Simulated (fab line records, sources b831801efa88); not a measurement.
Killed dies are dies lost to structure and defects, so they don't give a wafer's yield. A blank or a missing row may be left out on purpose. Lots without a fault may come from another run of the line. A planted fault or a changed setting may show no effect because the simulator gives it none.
Which tool did it? | flow gf180mcu | 24 lots, 72 wafers sampled, at 5 steps of a route of 602

WHAT THE GAUGES READ, wafer by wafer
GF_V1_THK_MEAS_03.
lot  | measured     | on            | V1_CVD_02_THK (nm)
L074 | day 16 19:16 | film_metro-01 | 821 854 841
L075 | day 17 06:02 | film_metro-02 | 839 856 861
L076 | day 17 23:46 | film_metro-01 | 852 873 852
L077 | day 18 12:14 | film_metro-02 | 849 851 865
L078 | day 18 18:11 | film_metro-04 | 849 872 879
L079 | day 19 06:55 | film_metro-02 | 840 867 866
L080 | day 19 14:58 | film_metro-04 | 853 877 866
L081 | day 20 06:11 | film_metro-02 | 847 849 855
L082 | day 20 06:18 | film_metro-04 | 847 838 848
L083 | day 20 11:23 | film_metro-01 | 839 844 852
L084 | day 20 21:03 | film_metro-02 | 858 854 860
L085 | day 21 05:35 | film_metro-04 | 847 842 860
L086 | day 21 19:02 | film_metro-02 | 847 857 852
L087 | day 22 02:28 | film_metro-04 | 840 847 844
L088 | day 22 07:34 | film_metro-04 | 849 858 847
L089 | day 22 17:38 | film_metro-02 | 840 841 854
L090 | day 23 04:08 | film_metro-02 | 841 862 863
L091 | day 23 10:25 | film_metro-04 | 843 841 856
L092 | day 23 21:04 | film_metro-01 | 846 841 848
L093 | day 24 00:15 | film_metro-02 | 849 834 851
L094 | day 24 12:24 | film_metro-02 | 852 857 870
L095 | day 24 19:41 | film_metro-04 | 822 840 842
L096 | day 24 23:55 | film_metro-04 | 835 859 865
L097 | day 25 02:10 | film_metro-01 | 840 844 873

GF_V1_CD_MEAS_14: target cd 260 nm.
lot  | measured     | on        | cd_nm (nm)
L074 | day 17 18:34 | cd_sem-01 | 259.7 259.9 259.6
L075 | day 18 04:58 | cd_sem-01 | 262.5 261.4 261.2
L076 | day 18 23:50 | cd_sem-02 | 260.3 260.9 261.4
L077 | day 19 13:10 | cd_sem-01 | 259.0 259.4 259.8
L078 | day 19 18:53 | cd_sem-01 | 259.2 259.2 259.3
L079 | day 20 07:40 | cd_sem-01 | 260.7 260.9 261.3
L080 | day 20 16:03 | cd_sem-01 | 260.1 260.4 260.3
L081 | day 21 06:55 | cd_sem-02 | 261.5 262.3 261.7
L082 | day 21 07:03 | cd_sem-02 | 260.5 260.3 261.9
L083 | day 21 12:24 | cd_sem-02 | 260.7 260.7 261.5
L084 | day 21 20:34 | cd_sem-02 | 260.9 260.0 259.4
L085 | day 22 05:44 | cd_sem-01 | 260.1 259.4 258.9
L086 | day 22 18:29 | cd_sem-01 | 260.2 260.1 260.3
L087 | day 23 02:00 | cd_sem-01 | 259.5 260.3 258.9
L088 | day 23 07:08 | cd_sem-02 | 258.4 259.1 259.1
L089 | day 23 16:29 | cd_sem-02 | 259.9 260.3 260.2
L090 | day 24 03:00 | cd_sem-01 | 261.9 262.5 263.9
L091 | day 24 09:02 | cd_sem-02 | 261.2 259.1 260.4
L092 | day 24 19:17 | cd_sem-02 | 257.5 256.2 256.9
L093 | day 24 22:53 | cd_sem-01 | 260.6 260.5 260.8
L094 | day 25 10:29 | cd_sem-02 | 261.3 260.1 260.0
L095 | day 25 17:10 | cd_sem-01 | 261.5 260.6 259.6
L096 | day 25 21:28 | cd_sem-02 | 261.3 259.1 258.8
L097 | day 25 23:47 | cd_sem-01 | 260.1 260.6 260.8

WHICH TOOL RAN EACH LOT (tool, then ch and the chambers of the sampled wafers, then the start)
lot  | GF_STI_CMP_25                | GF_SAB_ETCH_11                     | GF_M1_SPUTTER_02
L074 | cmp-01 ch 0,1,3, day 2 03:37 | rie_diel-02 ch 1,2,3, day 14 19:49 | pvd_sputter-03, day 15 19:41
L075 | cmp-01 ch 1,2,3, day 2 09:44 | rie_diel-02 ch 0,1, day 15 05:45   | pvd_sputter-03, day 16 06:04
L076 | cmp-02 ch 0,3, day 2 14:53   | rie_diel-03 ch 0,2,3, day 15 22:31 | pvd_sputter-01, day 17 00:02
L077 | cmp-01 ch 0,1,2, day 2 21:34 | rie_diel-03 ch 0,1,2, day 16 10:22 | pvd_sputter-04, day 17 11:53
L078 | cmp-01 ch 2,3, day 3 02:47   | rie_diel-03 ch 0,1,2, day 16 15:43 | pvd_sputter-01, day 17 17:31
L079 | cmp-02 ch 1,2,3, day 3 08:05 | rie_diel-04 ch 1,2, day 17 03:26   | pvd_sputter-04, day 18 05:19
L080 | cmp-02 ch 0,3, day 3 12:18   | rie_diel-02 ch 1,2,3, day 17 10:50 | pvd_sputter-04, day 18 13:33
L081 | cmp-01 ch 0,3, day 3 18:34   | rie_diel-02 ch 0,1,2, day 18 01:46 | pvd_sputter-01, day 19 04:24
L082 | cmp-02 ch 0,1,2, day 3 23:33 | rie_diel-04 ch 0,1,3, day 18 02:02 | pvd_sputter-03, day 19 04:31
L083 | cmp-02 ch 0,1,3, day 4 03:16 | rie_diel-02 ch 0,2,3, day 18 06:58 | pvd_sputter-03, day 19 09:52
L084 | cmp-02 ch 2,3, day 4 06:37   | rie_diel-02 ch 0,1,3, day 18 15:37 | pvd_sputter-01, day 19 19:50
L085 | cmp-02 ch 0,2,3, day 4 14:39 | rie_diel-02 ch 0,2,3, day 19 01:38 | pvd_sputter-04, day 20 04:59
L086 | cmp-02 ch 0,2, day 4 19:34   | rie_diel-04 ch 0,2, day 19 13:26   | pvd_sputter-01, day 20 17:28
L087 | cmp-01 ch 1,2, day 4 21:39   | rie_diel-02 ch 0,2,3, day 19 21:58 | pvd_sputter-03, day 21 01:23
L088 | cmp-02 ch 2,3, day 5 03:05   | rie_diel-02 ch 2,3, day 20 04:16   | pvd_sputter-01, day 21 07:05
L089 | cmp-02 ch 1,2, day 5 09:58   | rie_diel-03 ch 1,2,3, day 20 14:22 | pvd_sputter-03, day 21 16:41
L090 | cmp-01 ch 0,3, day 5 13:58   | rie_diel-03 ch 0,1, day 21 01:25   | pvd_sputter-03, day 22 03:55
L091 | cmp-02 ch 1,2, day 5 19:29   | rie_diel-04 ch 0,2,3, day 21 07:07 | pvd_sputter-03, day 22 10:19
L092 | cmp-01 ch 0,1,2, day 6 01:49 | rie_diel-04 ch 1,3, day 21 18:30   | pvd_sputter-01, day 22 21:13
L093 | cmp-01 ch 1,2, day 6 04:35   | rie_diel-04 ch 0,1,2, day 21 21:53 | pvd_sputter-04, day 22 23:37
L094 | cmp-01 ch 0,3, day 6 10:44   | rie_diel-04 ch 0,1,3, day 22 11:40 | pvd_sputter-04, day 23 13:21
L095 | cmp-01 ch 0,1,3, day 6 15:32 | rie_diel-02 ch 0,3, day 22 18:08   | pvd_sputter-01, day 23 20:08
L096 | cmp-01 ch 2,3, day 6 20:32   | rie_diel-03 ch 0,1,3, day 22 21:56 | pvd_sputter-01, day 24 00:33
L097 | cmp-02 ch 0,2,3, day 7 02:19 | rie_diel-03 ch 0,1,3, day 23 00:56 | pvd_sputter-01, day 24 02:52
- GF_STI_CMP_25: polishes, stops on Si3N4, t overpolish 33 s, target thk 524.6 nm.
- GF_SAB_ETCH_11: etches SiO2 in C4F8/O2/Ar, target depth 55 nm, time 8.5 s.
- GF_M1_SPUTTER_02: material AlCu, target thk 450 nm, time 23.9 s.

WHAT THE TOOLS THEMSELVES READ (means of the sampled wafers that have a number; where no wafer has one, the mark that the record gives instead)
GF_STI_CMP_25.
lot  | tool   | head_pressure_psi (psi) | motor_current_A (A) | overpolish_run_s (s) | time_to_endpoint_s (s)
L074 | cmp-01 | 4.005                   | 11.9                | 33.006               | 129
L075 | cmp-01 | 3.993                   | 11.8                | 33.004               | 132
L076 | cmp-02 | 4.005                   | 11.7                | 32.996               | 125
L077 | cmp-01 | 4.003                   | 12.6                | 32.998               | 124
L078 | cmp-01 | 3.994                   | 11.1                | 33.010               | 129
L079 | cmp-02 | 4.002                   | 11.9                | 33.008               | 119
L080 | cmp-02 | 3.991                   | 11.4                | 32.999               | 121
L081 | cmp-01 | 4.001                   | 11.5                | 32.997               | 122
L082 | cmp-02 | 3.991                   | 11.5                | 33.005               | 120
L083 | cmp-02 | 4.006                   | 11.8                | 32.998               | 119
L084 | cmp-02 | 4.009                   | 11.8                | 33.010               | 121
L085 | cmp-02 | 4.005                   | 11.9                | 32.994               | 115
L086 | cmp-02 | 4.000                   | 11.5                | 33.002               | 121
L087 | cmp-01 | 4.001                   | 12.7                | 33.006               | 131
L088 | cmp-02 | 3.989                   | 11.7                | 32.996               | 120
L089 | cmp-02 | 4.004                   | 11.7                | 32.997               | 121
L090 | cmp-01 | 4.000                   | 11.8                | 32.999               | 120
L091 | cmp-02 | 4.001                   | 11.4                | 32.994               | 119
L092 | cmp-01 | 3.997                   | 12.7                | 32.996               | 128
L093 | cmp-01 | 3.997                   | 12.4                | 33.005               | 130
L094 | cmp-01 | 3.990                   | 12.3                | 33.005               | 121
L095 | cmp-01 | 4.001                   | 12.5                | 33.001               | 121
L096 | cmp-01 | 3.995                   | 11.6                | 32.997               | 127
L097 | cmp-02 | 4.003                   | 11.6                | 32.998               | 120

GF_SAB_ETCH_11.
lot  | tool        | oes_product_au (a.u.)
L074 | rie_diel-02 | 1.006
L075 | rie_diel-02 | 1.005
L076 | rie_diel-03 | 0.995
L077 | rie_diel-03 | 1.005
L078 | rie_diel-03 | 1.001
L079 | rie_diel-04 | 0.990
L080 | rie_diel-02 | 1.012
L081 | rie_diel-02 | 1.009
L082 | rie_diel-04 | 1.001
L083 | rie_diel-02 | 0.999
L084 | rie_diel-02 | 1.003
L085 | rie_diel-02 | 0.999
L086 | rie_diel-04 | 0.998
L087 | rie_diel-02 | 0.995
L088 | rie_diel-02 | 0.996
L089 | rie_diel-03 | 1.005
L090 | rie_diel-03 | 1.013
L091 | rie_diel-04 | 1.001
L092 | rie_diel-04 | 1.002
L093 | rie_diel-04 | 0.999
L094 | rie_diel-04 | 1.007
L095 | rie_diel-02 | 1.002
L096 | rie_diel-03 | 1.004
L097 | rie_diel-03 | 1.001

GF_M1_SPUTTER_02.
lot  | tool           | throttle_valve_pct (%)
L074 | pvd_sputter-03 | 29.6
L075 | pvd_sputter-03 | 29.4
L076 | pvd_sputter-01 | 30.1
L077 | pvd_sputter-04 | 29.3
L078 | pvd_sputter-01 | 29.7
L079 | pvd_sputter-04 | 29.5
L080 | pvd_sputter-04 | 29.6
L081 | pvd_sputter-01 | 28.1
L082 | pvd_sputter-03 | 29.4
L083 | pvd_sputter-03 | 30.2
L084 | pvd_sputter-01 | 29.0
L085 | pvd_sputter-04 | 29.1
L086 | pvd_sputter-01 | 29.1
L087 | pvd_sputter-03 | 29.7
L088 | pvd_sputter-01 | 27.8
L089 | pvd_sputter-03 | 28.9
L090 | pvd_sputter-03 | 29.5
L091 | pvd_sputter-03 | 29.1
L092 | pvd_sputter-01 | 28.5
L093 | pvd_sputter-04 | 29.3
L094 | pvd_sputter-04 | 29.5
L095 | pvd_sputter-01 | 29.3
L096 | pvd_sputter-01 | 29.1
L097 | pvd_sputter-01 | 29.1

THE ANSWER, worked out from the rows above alone
Rule: what is usual is taken from the lots themselves. Put in order of their means at a reading, lots are off if they are a third of the lots or fewer, leave a main group of 4 or more, and stand apart from it by a gap of 3 or more times the standard deviation of the main group's means; of several such gaps the widest counts. A main group whose means are all the same, to the digits that the tables above print for the reading, isn't used. A lot without any number at a reading at which 4 lots or more have one is off too. The other lots that the step has rows for count as sound. The gauges are gone through in route order, then the tools' own readings, and for those a lot's mean is taken as printed above. The first step at which some lot is off is used, and at that step the reading that is off furthest; a lot without a number counts as furthest.
No lot is off at any reading shown: from this, nothing can be told.

WHAT THE SIMULATOR HAD PUT IN
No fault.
